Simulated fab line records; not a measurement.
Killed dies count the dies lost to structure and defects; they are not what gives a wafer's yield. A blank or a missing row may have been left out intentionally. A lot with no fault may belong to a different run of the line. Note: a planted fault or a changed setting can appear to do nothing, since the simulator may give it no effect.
Which tool was responsible?	flow gf180mcu	13 lots with 39 wafers sampled at 3 steps, on a route of 602 steps

== WHAT EACH GAUGE READ, for each wafer ==
GF_V5_RS_MEAS_24: the measuring method here is four-point-probe.
lot	measured	on	V5_W_RS (ohm/sq)
L982	day 27 04:17	film_metro-01	0.327 0.329 0.329
L983	day 27 13:31	film_metro-01	0.329 0.328 0.326
L984	day 27 16:43	film_metro-02	0.322 0.327 0.325
L986	day 28 17:06	film_metro-01	0.333 0.330 0.327
L987	day 28 17:25	film_metro-01	0.330 0.326 0.327
L988	day 28 23:11	film_metro-02	0.326 0.327 0.328
L989	day 29 09:29	film_metro-02	0.329 0.329 0.335
L992	day 30 12:03	film_metro-01	0.327 0.329 0.326
L996	day 31 11:29	film_metro-01	0.320 0.319 0.319
L997	day 31 18:00	film_metro-04	0.324 0.321 0.321
L102	day 32 21:39	film_metro-02	0.328 0.328 0.334
L103	day 33 01:26	film_metro-01	0.329 0.330 0.331
L104	day 33 07:28	film_metro-01	0.326 0.326 0.328

== WHICH TOOL RAN EACH LOT (tool, then ch and the chambers of the sampled wafers, then the start) ==
lot	GF_V2_CVD_02	GF_V5_SPUTTER_21
L982	pecvd-02 ch 0,1,2, day 19 02:29	pvd_sputter-02, day 27 04:01
L983	pecvd-03 ch 0,1,2, day 19 14:10	pvd_sputter-02, day 27 13:17
L984	pecvd-02 ch 0,1,2, day 19 18:13	pvd_sputter-04, day 27 16:30
L986	pecvd-01 ch 2, day 21 00:01	pvd_sputter-04, day 28 16:52
L987	pecvd-03 ch 0,2, day 21 00:22	pvd_sputter-04, day 28 17:12
L988	pecvd-03 ch 0,1, day 21 09:43	pvd_sputter-04, day 28 22:58
L989	pecvd-01 ch 1,2, day 21 21:10	pvd_sputter-02, day 29 09:16
L992	pecvd-03 ch 1,2, day 23 05:34	pvd_sputter-01, day 30 11:49
L996	pecvd-03 ch 0,1,2, day 24 10:12	pvd_sputter-02, day 31 11:09
L997	pecvd-03 ch 0,1,2, day 24 20:43	pvd_sputter-04, day 31 17:46
L102	pecvd-01 ch 0,1,2, day 26 06:25	pvd_sputter-02, day 32 21:26
L103	pecvd-01 ch 1,2, day 26 10:59	pvd_sputter-01, day 33 01:13
L104	pecvd-02 ch 0,2, day 26 17:38	pvd_sputter-04, day 33 07:16
- GF_V2_CVD_02: deposits SiO2 from TEOS, target thk 850 nm, time 94.851 s.
- GF_V5_SPUTTER_21: material Ti, target thk 15 nm, time 80.02 s.

== WHAT THE TOOLS THEMSELVES READ (means of the sampled wafers that have a number; where no wafer has one, the mark that the record gives instead) ==
GF_V2_CVD_02.
lot	tool	heater_power_w (W)	susceptor_temp_C (C)
L982	pecvd-02	567	400.00
L983	pecvd-03	596	399.97
L984	pecvd-02	605	400.05
L986	pecvd-01	546	400.22
L987	pecvd-03	689	400.08
L988	pecvd-03	505	400.07
L989	pecvd-01	627	400.05
L992	pecvd-03	605	399.90
L996	pecvd-03	603	400.09
L997	pecvd-03	605	399.97
L102	pecvd-01	642	400.24
L103	pecvd-01	591	400.07
L104	pecvd-02	541	400.04

GF_V5_SPUTTER_21.
lot	tool	throttle_valve_pct (%)
L982	pvd_sputter-02	29.8
L983	pvd_sputter-02	30.3
L984	pvd_sputter-04	28.5
L986	pvd_sputter-04	29.1
L987	pvd_sputter-04	28.0
L988	pvd_sputter-04	30.0
L989	pvd_sputter-02	29.4
L992	pvd_sputter-01	29.8
L996	pvd_sputter-02	30.3
L997	pvd_sputter-04	30.1
L102	pvd_sputter-02	30.8
L103	pvd_sputter-01	30.1
L104	pvd_sputter-04	29.9

== THE ANSWER, worked out from the rows above alone ==
Rule: what is usual is taken from the lots themselves. The widest of any qualifying gaps counts: lots, ordered by their means at a reading, are off when they make up no more than a third of the lots, leave a main group of 4 or more, and stand apart from it by 3 or more times the standard deviation of that group's means. Not used: any main group whose means are identical at the precision the tables above print for the reading. Also off: a lot with no number at a reading for which 4 or more lots have one. Where the step has rows for the other lots, those lots are counted as sound. After the gauges, taken in route order, come the tools' own readings; for these a lot's mean is taken, as printed above. At the first step where some lot is off, the reading lying furthest off is the one used; lots without a number count as furthest.
None of the lots is off at any reading shown; this tells nothing.

== WHAT THE SIMULATOR HAD PUT IN ==
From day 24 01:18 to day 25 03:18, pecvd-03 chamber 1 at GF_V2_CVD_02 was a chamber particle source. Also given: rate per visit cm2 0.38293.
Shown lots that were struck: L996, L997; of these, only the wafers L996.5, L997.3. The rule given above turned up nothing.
